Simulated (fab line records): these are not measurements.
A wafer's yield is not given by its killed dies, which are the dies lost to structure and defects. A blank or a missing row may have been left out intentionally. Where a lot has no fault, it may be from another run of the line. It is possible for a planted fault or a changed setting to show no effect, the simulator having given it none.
fab line records -- flow gf180mcu
record lots=6, wafers=18, last_day=34
route steps=602 shown TOP_METAL@583 PASSIVATION@587
lots with no fault: from the same line, run without faults
start_h: start of the lot's first displayed wafer, in hours after the record's first day -- wait_h: time in hours since the lot's previous step -- " identical to the entry in the row above -- L1.1+2: several wafers, shown together as one row -- - value missing, or start not given -- * or withheld: withheld -- < > ~ a bound
route shown NAME@n: names a module that has steps shown in the file, with the first one's number in the route -- usual: mean/standard deviation taken from wafers without a fault -- same: alike in all rows -- chamber/n: place in a boat -- sites: readings site by site -- _std_site: the values' standard deviation -- _edge_site: the outer-site mean with the inner-site mean subtracted -- radius_mm: for every site, how far away it sits from the centre of the wafer -- mask NAME#n: copy n -- behind: the last tool/chamber to shape the wafer -- hold: cause of the lot's hold/its duration in hours/its outcome -- device: transistor that didn't switch, given as n, p or np -- end of line: tests run on the same wafers once the route is complete -- step lacking rows: just its recipe -- killed: not the wafer's yield, but the dies lost to structure and defects at the first sort -- map: shows each die of a wafer: x if killed, . if not, _ if none is there
set.NAME: the setting the step ran with; set.NAME@STEP: the setting that earlier step ran with -- model.NAME: the simulator's own value behind a step, which no gauge read
lots seen at some steps along the route; tables by step, rows by wafer
services: a tool's chamber out of use, with start hour (start_h, from the record's first day; less than 0 if before it), hours out, and reason
## steps
# step GF_TOP_METAL_METAL_ETCH_16
# recipe chemistry=Cl2/BCl3, mask_material=NOVOLAK, target_depth_nm=1077.5, stop_on=SiO2, pressure_mtorr=8, icp_w=800, bias_w=140, Cl2_flow_sccm=80, bcl3_flow_sccm=40, time_s=179.6
# usual drypump_motor_current_A=5.9/0.33, oes_product_au=0.965/0.0075, throttle_valve_pct=28.258/0.011
lot.wafer,tool,chamber,start_h,wait_h,drypump_motor_current_A,oes_product_au,rf_hours_counter_h,throttle_valve_pct
L219.1,rie_metal-04,0,720.94,0.0,5.9,0.968,14,28.246
L219.4,rie_metal-04,1,720.94,0.0,5.9,0.968,-,28.240
L219.5,rie_metal-04,1,720.94,0.0,6.0,0.962,-,28.265
L221.1,rie_metal-04,0,729.11,0.0,5.9,0.971,14,28.241
L221.2,rie_metal-04,1,729.11,0.0,6.0,0.967,7,28.266
L221.3,rie_metal-04,0,729.11,0.0,5.9,0.964,-,28.277
L224.1,rie_metal-01,0,748.99,0.0,6.5,0.977,9,28.249
L224.3,rie_metal-01,0,748.99,0.0,6.5,0.964,-,28.230
L224.5,rie_metal-01,0,748.99,0.0,6.5,0.980,-,28.248
L225.2,rie_metal-02,1,754.02,0.0,6.0,0.958,0,28.256
L225.5,rie_metal-02,0,754.02,0.0,5.6,0.962,-,28.267
L225.6,rie_metal-02,1,754.02,0.0,6.0,0.966,-,28.267
L226.2,rie_metal-02,0,763.62,0.0,5.6,0.964,7,28.255
L226.4,rie_metal-02,0,763.62,0.0,5.6,0.961,-,28.254
L226.5,rie_metal-02,0,763.62,0.0,5.7,0.955,-,28.260
L233.1,rie_metal-01,1,801.21,0.0,5.5,0.971,14,28.259
L233.4,rie_metal-01,1,801.21,0.0,5.5,0.970,-,28.280
L233.5,rie_metal-01,1,801.21,0.0,5.5,0.961,-,28.249
# step GF_TOP_METAL_STRIP_17
# recipe chemistry=O2/N2, power_w=1400, pressure_mtorr=1500, platen_temp_c=250, o2_flow_sccm=3000, n2_flow_sccm=300, overash_fraction=0.5
# usual drypump_motor_current_A=5.8/0.38, heater_power_w=330/24, oes_product_au=0.710/0.0037, strip_time_to_endpoint_s=13.42/0.11
lot.wafer,tool,chamber,start_h,wait_h,drypump_motor_current_A,heater_power_w,oes_product_au,rf_hours_counter_h,strip_time_to_endpoint_s
L219.1,plasma_asher-03,1,721.11,0.1,5.4,312,0.710,116,13.66
L219.4,plasma_asher-03,1,721.11,0.1,5.4,316,0.711,-,13.59
L219.5,plasma_asher-03,1,721.11,0.1,5.4,308,0.705,-,13.60
L221.1,plasma_asher-04,0,729.28,0.1,6.2,339,0.711,32,13.66
L221.2,plasma_asher-04,1,729.28,0.1,5.3,333,0.706,32,13.53
L221.3,plasma_asher-04,0,729.28,0.1,6.3,343,0.710,-,13.66
L224.1,plasma_asher-03,0,749.16,0.1,6.2,388,0.717,1,13.44
L224.3,plasma_asher-03,0,749.16,0.1,6.2,391,0.703,-,13.48
L224.5,plasma_asher-03,1,749.16,0.1,5.4,313,0.712,-,13.44
L225.2,plasma_asher-04,0,754.19,0.1,6.2,339,0.714,36,13.44
L225.5,plasma_asher-04,0,754.19,0.1,6.2,346,0.708,-,13.36
L225.6,plasma_asher-04,1,754.19,0.1,5.3,315,0.707,-,13.38
L226.2,plasma_asher-04,0,763.79,0.1,6.3,345,0.715,37,13.38
L226.4,plasma_asher-04,1,763.79,0.1,5.3,320,0.706,-,13.41
L226.5,plasma_asher-04,0,763.79,0.1,6.2,343,0.718,-,13.38
L233.1,plasma_asher-01,1,801.38,0.1,6.0,333,0.715,68,13.29
L233.4,plasma_asher-01,0,801.38,0.1,5.6,299,0.712,-,13.37
L233.5,plasma_asher-01,1,801.38,0.1,6.0,339,0.713,-,13.24
# step GF_TOP_METAL_STRIP_18
# recipe chemistry=post_etch_residue_remover, time_s=1200, temp_c=72.5
# step GF_TOP_METAL_CLEAN_19
# recipe chemistry=DIW, dry=n2_spin
# step GF_PASSIVATION_CVD_00
# recipe material=SiO2, target_thk_nm=1000, precursor=TEOS, temp_c=400, time_s=111.95, rf_w=600
# usual heater_power_w=636/110
lot.wafer,tool,chamber,start_h,wait_h,heater_power_w
L219.1,pecvd-03,1,721.65,0.0,484
L219.4,pecvd-03,2,721.65,0.0,818
L219.5,pecvd-03,1,721.65,0.0,504
L221.1,pecvd-02,0,729.85,0.0,570
L221.2,pecvd-02,1,729.85,0.0,727
L221.3,pecvd-02,2,729.85,0.0,746
L224.1,pecvd-03,0,749.73,0.0,710
L224.3,pecvd-03,1,749.73,0.0,438
L224.5,pecvd-03,2,749.73,0.0,737
L225.2,pecvd-02,0,754.72,0.0,582
L225.5,pecvd-02,2,754.72,0.0,652
L225.6,pecvd-02,0,754.72,0.0,551
L226.2,pecvd-04,1,764.32,0.0,518
L226.4,pecvd-04,2,764.32,0.0,584
L226.5,pecvd-04,1,764.32,0.0,396
L233.1,pecvd-04,0,801.92,0.0,563
L233.4,pecvd-04,1,801.92,0.0,409
L233.5,pecvd-04,0,801.92,0.0,638
# step GF_PASSIVATION_THK_MEAS_01
# recipe reads=SiO2_of_PASSIVATION_CVD_00
# usual PASSIVATION_CVD_00_THK=1005/12
lot.wafer,tool,chamber,start_h,wait_h,PASSIVATION_CVD_00_THK[nm]
L219.1,film_metro-04,-,721.72,0.0,1007
L219.4,film_metro-04,-,721.72,0.0,1010
L219.5,film_metro-04,-,721.72,0.0,1030
L221.1,film_metro-04,-,729.93,0.0,989
L221.2,film_metro-04,-,729.93,0.0,1009
L221.3,film_metro-04,-,729.93,0.0,1013
L224.1,film_metro-04,-,749.81,0.0,1013
L224.3,film_metro-04,-,749.81,0.0,1005
L224.5,film_metro-04,-,749.81,0.0,1019
L225.2,film_metro-01,-,754.85,0.1,988
L225.5,film_metro-01,-,754.85,0.1,1010
L225.6,film_metro-01,-,754.85,0.1,1007
L226.2,film_metro-01,-,764.41,0.0,1003
L226.4,film_metro-01,-,764.41,0.0,1028
L226.5,film_metro-01,-,764.41,0.0,1022
L233.1,film_metro-01,-,802.00,0.0,992
L233.4,film_metro-01,-,802.00,0.0,1006
L233.5,film_metro-01,-,802.00,0.0,1024
# step GF_PASSIVATION_CVD_02
# recipe material=Si3N4, target_thk_nm=700, time_s=486.18, temp_c=400, rf_w=450
# usual heater_power_w=683/120
lot.wafer,tool,chamber,start_h,wait_h,heater_power_w
L219.1,pecvd-04,1,721.78,0.1,566
L219.4,pecvd-04,0,721.78,0.1,623
L219.5,pecvd-04,2,721.78,0.1,697
L221.1,pecvd-04,1,729.99,0.1,582
L221.2,pecvd-04,2,729.99,0.1,727
L221.3,pecvd-04,0,729.99,0.1,748
L224.1,pecvd-02,1,749.87,0.1,817
L224.3,pecvd-02,2,749.87,0.1,680
L224.5,pecvd-02,0,749.87,0.1,632
L225.2,pecvd-04,1,754.90,0.0,563
L225.5,pecvd-04,2,754.90,0.0,717
L225.6,pecvd-04,1,754.90,0.0,454
L226.2,pecvd-02,0,764.46,0.0,629
L226.4,pecvd-02,2,764.46,0.0,791
L226.5,pecvd-02,0,764.46,0.0,655
L233.1,pecvd-03,0,802.06,0.1,793
L233.4,pecvd-03,1,802.06,0.1,518
L233.5,pecvd-03,2,802.06,0.1,849
# step GF_PASSIVATION_THK_MEAS_03
# recipe reads=Si3N4_of_PASSIVATION_CVD_02
# usual PASSIVATION_CVD_02_THK=700/9.3
lot.wafer,tool,chamber,start_h,wait_h,PASSIVATION_CVD_02_THK[nm]
L219.1,film_metro-01,-,722.07,0.1,686
L219.4,film_metro-01,-,722.07,0.1,697
L219.5,film_metro-01,-,722.07,0.1,698
L221.1,film_metro-01,-,730.27,0.1,688
L221.2,film_metro-01,-,730.27,0.1,690
L221.3,film_metro-01,-,730.27,0.1,697
L224.1,film_metro-01,-,750.15,0.1,705
L224.3,film_metro-01,-,750.15,0.1,704
L224.5,film_metro-01,-,750.15,0.1,717
L225.2,film_metro-04,-,755.20,0.2,691
L225.5,film_metro-04,-,755.20,0.2,694
L225.6,film_metro-04,-,755.20,0.2,702
L226.2,film_metro-04,-,764.76,0.2,703
L226.4,film_metro-04,-,764.76,0.2,717
L226.5,film_metro-04,-,764.76,0.2,719
L233.1,film_metro-04,-,802.34,0.1,675
L233.4,film_metro-04,-,802.34,0.1,698
L233.5,film_metro-04,-,802.34,0.1,706
# step GF_PASSIVATION_DEHYDRATE_04
# recipe temp_c=200, time_s=60
# step GF_PASSIVATION_HMDS_05
# recipe prime_time_s=60, prime_temp_c=120
# step GF_PASSIVATION_COAT_06
# recipe spin_rpm=2000, resist_thk_nm=4000
# step GF_PASSIVATION_SOFTBAKE_07
# recipe temp_c=110, time_s=withheld
# step GF_PASSIVATION_EXPOSE_08
# recipe mask_id=Pad, target_cd_nm=40000, na=0.57, dose_mj=310
# usual exposure_dose_mJ_cm2=309.9/0.34, focus_offset_nm=0.0/0.48
lot.wafer,tool,chamber,start_h,wait_h,mask,exposure_dose_mJ_cm2,focus_offset_nm
L219.1,iline_stepper-02,0,730.63,-,Pad#0,310.4,0.1
L219.4,iline_stepper-02,0,730.63,-,Pad#0,309.4,-0.2
L219.5,iline_stepper-02,0,730.63,-,Pad#0,309.8,-0.8
L221.1,iline_stepper-01,0,739.11,-,Pad#0,310.0,-0.2
L221.2,iline_stepper-01,0,739.11,-,Pad#0,309.6,0.1
L221.3,iline_stepper-01,0,739.11,-,Pad#0,310.2,0.0
L224.1,iline_stepper-02,-,758.05,-,Pad#0,-,-
L224.3,iline_stepper-02,-,758.05,-,Pad#0,-,-
L224.5,iline_stepper-02,-,758.05,-,Pad#0,-,-
L225.2,iline_stepper-02,-,763.69,-,Pad#0,-,-
L225.5,iline_stepper-02,-,763.69,-,Pad#0,-,-
L225.6,iline_stepper-02,-,763.69,-,Pad#0,-,-
L226.2,iline_stepper-01,0,772.72,-,Pad#0,310.5,-0.1
L226.4,iline_stepper-01,0,772.72,-,Pad#0,309.9,0.1
L226.5,iline_stepper-01,0,772.72,-,Pad#0,310.3,-0.2
L233.1,iline_stepper-01,0,809.67,-,Pad#0,310.1,0.3
L233.4,iline_stepper-01,0,809.67,-,Pad#0,310.8,0.3
L233.5,iline_stepper-01,0,809.67,-,Pad#0,310.5,0.0
# step GF_PASSIVATION_PEB_09
# recipe temp_c=115, time_s=withheld
## services
tool,chamber,start_h,hours,kind
plasma_asher-01,-,707.61,14.6,pm
pecvd-02,-,715.52,2.1,repair
rie_metal-04,0,723.04,1.7,repair
rie_metal-02,-,724.30,1.4,pm
plasma_asher-01,-,725.31,12.7,repair
iline_stepper-01,-,727.67,1.7,pm
plasma_asher-03,-,733.75,9.0,pm
plasma_asher-03,0,733.75,9.0,vent_cycle
plasma_asher-03,1,733.75,9.0,vent_cycle
rie_metal-02,1,735.74,-,clean
rie_metal-02,1,735.74,18.2,scheduled_down
plasma_asher-01,-,742.32,4.4,repair
rie_metal-04,-,746.26,28.1,pm
pecvd-02,1,754.72,6.7,repair
rie_metal-04,-,774.36,1.4,pm
rie_metal-04,-,781.94,0.1,repair
iline_stepper-02,-,788.32,2.1,pm
iline_stepper-02,-,790.41,-,consumable_replace:lamp
pecvd-02,0,796.33,-,calibration
pecvd-02,-,799.42,14.0,pm
pecvd-02,0,799.42,14.0,vent_cycle
pecvd-02,1,799.42,14.0,vent_cycle
pecvd-02,2,799.42,14.0,vent_cycle
iline_stepper-02,-,803.37,1.7,pm
## key
first_sign step=GF_PASSIVATION_EXPOSE_08, reading=tool_record, direction=missing
effect none on later readings
met_at GF_PASSIVATION_EXPOSE_08
struck_wafers L224.1,L224.3,L224.5,L225.2,L225.5,L225.6
later_rows_left_out L224.1,L224.3,L224.5,L225.2,L225.5,L225.6
sort_left_out L224.1,L224.3,L224.5,L225.2,L225.5,L225.6
onset_between 730.63 758.05
fault kind=skipped_step_whole, tool=iline_stepper-02, chamber=-, onset_h=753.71, steps=GF_PASSIVATION_EXPOSE_08, scope=struck_lots_only
# sort_left_out: the simulated sort isn't trusted on such a fault, so these wafers' sort isn't shown, and their yield isn't known
# later_rows_left_out: the simulator's readings of these wafers behind a module that went badly wrong aren't trusted and aren't shown, but for the sort
